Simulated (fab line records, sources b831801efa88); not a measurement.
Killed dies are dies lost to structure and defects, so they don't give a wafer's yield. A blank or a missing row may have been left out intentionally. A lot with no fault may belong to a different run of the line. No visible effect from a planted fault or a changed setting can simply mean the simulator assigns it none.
A struck lot beside a sound one / flow sfq_line / 24 out of 325 route steps
Sound: these wafers, L826.1, L826.2, L826.4. The struck wafers were L833.2, L833.4, L833.5. The cause is named last.
Each step with rows lists, per side, the tool, then ch with its chambers, then its first start. Under that, the readings that differ: sound wafers / struck wafers / difference of the means / sigmas: that difference in standard deviations of wafers without a fault.
alike: a reading whose means differ by less than 2 such deviations, as well as words and numbers matching on both sides. not compared: withheld readings; readings where some wafer has no value; bounds like >300 that might hide an equal value; numbers whose values overlap and for which the record gives no deviation.
The two part at a step that has a row with sigmas, a row that says differs or no value, or rows on one side only. Numbers that have no deviation but don't overlap get no sigmas and don't part them. A reading that every wafer of one side lacks parts them only if that side has two wafers or more.

first, 1 step without rows for these wafers: SFQ_TRILAYER_M2_STRIP_SOLV_CLEAN_062 (cleans in NMP, time 600 s).
SFQ_TRILAYER_I2_DEP_PECVD_063: deposits SiO2 from SiH4/N2O, time 111.11 s, target thk 500 nm.
  sound on pecvd-03 ch 0,2, day 32 10:31; struck on pecvd-04 ch 0,2, day 34 08:29
  alike: chamber_pressure_Torr, heater_power_w, rf_fwd_power_W, throttle_valve_pct
-- the record jumps here: 2 days lie between the struck wafers' starts before and after --
SFQ_TRILAYER_I2_CMP_CMP_064: polishes SiO2.
  sound on cmp-02 ch 0,1,2, day 33 17:13; struck on cmp-01 ch 0,1,3, day 36 11:23
  alike: motor_current_A, time_to_endpoint_s
SFQ_I2_BOW_MEAS_917:
  sound on film_metro-02, day 33 20:13; struck on film_metro-02, day 36 13:24
  alike: I2_BOW
SFQ_TRILAYER_I2_METRO_MEASURE_065:
  sound on film_metro-02, day 33 20:20; struck on film_metro-02, day 36 13:42
  alike: thk_nm
then, 6 steps without rows for these wafers: SFQ_TRILAYER_I2_VIA_LITHO_COAT_072 (resist thk 62 nm); SFQ_TRILAYER_I2_VIA_LITHO_COAT_067 (resist thk 650 nm); SFQ_TRILAYER_I2_VIA_LITHO_SOFTBAKE_071; SFQ_TRILAYER_I2_VIA_LITHO_EXPOSE_068 (exposes mask I2, target cd 500 nm); SFQ_TRILAYER_I2_VIA_LITHO_PEB_070 (peb time 60 s); SFQ_TRILAYER_I2_VIA_LITHO_DEVELOP_069 (time 60 s).
-- the record jumps here: 4 days lie between the struck wafers' starts before and after --
SFQ_I2_OVL_MEAS_918:
  sound on overlay-01, day 39 03:28; struck on overlay-01, day 40 17:56
  alike: I2_OVL
SFQ_TRILAYER_I2_VIA_BARC_OPEN_VIA_ETCH_096: etches BARC in O2, target depth 125 nm, time 41.7 s.
  sound on rie_diel-01 ch 1,2,3, day 39 03:29; struck on rie_diel-02 ch 0,3, day 40 17:58
  no value came back on the struck wafers for any of 6 readings (bias_w (W), chamber_pressure_mTorr (mTorr) and others); on the sound wafers bias_w (W) reads 79.76 79.84 80.04
reading=model.KrF_of_TRILAYER_I2_VIA_LITHO_COAT_067.thk_nm (nm); sound=573.5 576.2 575.8; struck=623.5 625.8 625.4; difference=+49.7; sigmas=
SFQ_TRILAYER_I2_VIA_ETCH_VIA_ETCH_070: etches SiO2 in CHF3, stops on Nb, target depth 260 nm.
  sound on rie_diel-01 ch 1,2,3, day 39 03:32; struck on rie_diel-02 ch 0,3, day 40 18:00
reading=oes_product_au (a.u.); sound=0.855 0.853 0.855; struck=0.378 0.381 0.379; difference=-0.475; sigmas=-93
reading=model.KrF_of_TRILAYER_I2_VIA_LITHO_COAT_067.thk_nm (nm); sound=528.5 532.3 531.7; struck=579.3 581.8 580.9; difference=+49.8; sigmas=
  alike: bias_w, chamber_pressure_mTorr, drypump_motor_current_A, rf_fwd_power_W
SFQ_TRILAYER_I2_VIA_STRIP_STRIP_071: strips in O2.
  sound on rie_metal-01 ch 0, day 39 03:39; struck on rie_metal-02 ch 0,1, day 40 18:07
  alike: drypump_motor_current_A, oes_product_au
  not compared: rf_hours_counter_h
then, 2 steps without rows for these wafers: SFQ_TRILAYER_I2_VIA_STRIP_SOLV_CLEAN_072 (cleans in NMP, time 600 s); SFQ_TRILAYER_M3_DEP_PRE_CLEAN_074 (time 22.5 s).
SFQ_TRILAYER_M3_DEP_SPUTTER_073: material Nb, target thk 200 nm, time 133.3 s.
  sound on pvd_sputter-05, day 39 05:03; struck on pvd_sputter-05, day 40 18:55
  alike: resputter_cathode_voltage_v, throttle_valve_pct
SFQ_M3_RS_MEAS_919: a four-point-probe measurement.
  sound on film_metro-04, day 39 05:08; struck on film_metro-03, day 40 19:02
  alike: M3_NB_RS
then, 3 steps without rows for these wafers: SFQ_TRILAYER_M3_LITHO_COAT_080 (resist thk 62 nm); SFQ_TRILAYER_M3_LITHO_COAT_075 (resist thk 600 nm); SFQ_TRILAYER_M3_LITHO_SOFTBAKE_079.
-- the record jumps here: 6 days lie between the struck wafers' starts before and after --
SFQ_TRILAYER_M3_LITHO_EXPOSE_076: exposes mask M3, target cd 500 nm.
  struck on krf_scanner-02, day 46 13:06; sound on krf_scanner-01 ch 0, day 39 06:50
  no value came back on the struck wafers for any of 6 readings (exposure_dose_mJ_cm2, focus_offset_nm (nm) and others); on the sound wafers exposure_dose_mJ_cm2 reads 14.385 14.387 14.378
  alike: mask
then, 1 step without rows for these wafers: SFQ_TRILAYER_M3_LITHO_PEB_078 (peb time 60 s).

## WHERE THEY PART
At SFQ_TRILAYER_I2_VIA_BARC_OPEN_VIA_ETCH_096 first; at SFQ_TRILAYER_M3_LITHO_EXPOSE_076 last (within this record only).

WHY: whatever the simulator had introduced
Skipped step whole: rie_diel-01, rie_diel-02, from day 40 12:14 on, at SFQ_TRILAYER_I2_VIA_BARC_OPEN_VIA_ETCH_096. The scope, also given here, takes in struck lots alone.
